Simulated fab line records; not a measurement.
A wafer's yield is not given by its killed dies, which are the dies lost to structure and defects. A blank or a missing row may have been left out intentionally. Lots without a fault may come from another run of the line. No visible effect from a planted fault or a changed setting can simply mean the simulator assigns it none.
What tool caused it? ; flow gf180mcu ; 10 lots, 30 wafers sampled, at 2 steps of a route of 602

== WHAT THE GAUGES SHOWED, per wafer ==
GF_STI_THK_MEAS_04. Usual: STI_CVD_03_THK 207.1 nm, standard deviation 2.
lot;measured;on;STI_CVD_03_THK (nm);flag
L564;day 1 13:34;film metro-02;206.8 207.2 207.7;
L567;day 2 04:36;film metro-01;206.4 206.7 206.9;
L568;day 2 09:41;film metro-04;208.3 208.1 208.1;
L571;day 3 02:49;film metro-01;208.1 208.2 207.0;
L572;day 3 06:34;film metro-04;202.5 202.0 202.8;
L573;day 3 12:16;film metro-01;208.1 207.6 207.6;
L575;day 3 21:40;film metro-04;208.6 207.5 209.0;
L581;day 5 02:34;film metro-04;224.9 225.6 225.9;OFF
L582;day 5 07:47;film metro-04;223.4 222.8 221.9;OFF
L583;day 5 12:34;film metro-01;221.8 221.9 218.7;OFF

== WHICH TOOL RAN EACH LOT (tool, then ch and the chambers of the sampled wafers, then the start) ==
lot;GF_STI_CVD_03
L564;lpcvd-02 ch 1, day 1 11:34
L567;lpcvd-01 ch 1, day 2 02:37
L568;lpcvd-01 ch 1, day 2 07:40
L571;lpcvd-02 ch 0, day 3 00:49
L572;lpcvd-01 ch 0, day 3 03:34
L573;lpcvd-01 ch 0, day 3 09:17
L575;lpcvd-01 ch 1, day 3 18:40
L581;lpcvd-01 ch 0, day 5 00:34
L582;lpcvd-01 ch 1, day 5 05:46
L583;lpcvd-01 ch 0, day 5 10:34
- GF_STI_CVD_03: deposits Si3N4 from DCS/NH3, target thk 207.16 nm, time 3551 s.

== WHAT THE TOOLS THEMSELVES READ (means of the sampled wafers that have a number; where no wafer has one, the mark that the record gives instead) ==
GF_STI_CVD_03. Usual: zone power lower pct at 12.7 %, with a standard deviation of 1.
lot;tool;zone power lower pct (%);flag
L564;lpcvd-02;12.5;
L567;lpcvd-01;14.0;
L568;lpcvd-01;13.8;
L571;lpcvd-02;10.9;
L572;lpcvd-01;12.9;
L573;lpcvd-01;12.9;
L575;lpcvd-01;14.0;
L581;lpcvd-01;12.8;
L582;lpcvd-01;13.9;
L583;lpcvd-01;13.0;

== THE ANSWER, worked out from the rows above alone ==
Rule: a lot counts as off when the mean over its wafers that have a number is more than 3 standard deviations away from the usual mean. A lot without any number at a reading at which 4 lots or more have one is off too. Where the step has rows for the other lots, those lots are counted as sound. Order of review: gauges by route order, followed by the tools' own readings, for which a lot's mean as printed above is used. The first step at which some lot is off is used, and at that step the reading that is off furthest; a lot without a number counts as furthest.
Off: L581, L582, L583, at GF_STI_THK_MEAS_04 (STI_CVD_03_THK).
A tool fits if, at a process step before that reading, it ran every lot that is off, and no sound lot after the first of them. Those tools and the gauges at GF_STI_THK_MEAS_04 are tried in the same way. One fits: GF_STI_CVD_03 on lpcvd-01. Its last sound lot is L575 (day 3 18:40), its first lot that is off L581 (day 5 00:34): a fault that began between those two fits.

== WHAT THE SIMULATOR PUT IN ==
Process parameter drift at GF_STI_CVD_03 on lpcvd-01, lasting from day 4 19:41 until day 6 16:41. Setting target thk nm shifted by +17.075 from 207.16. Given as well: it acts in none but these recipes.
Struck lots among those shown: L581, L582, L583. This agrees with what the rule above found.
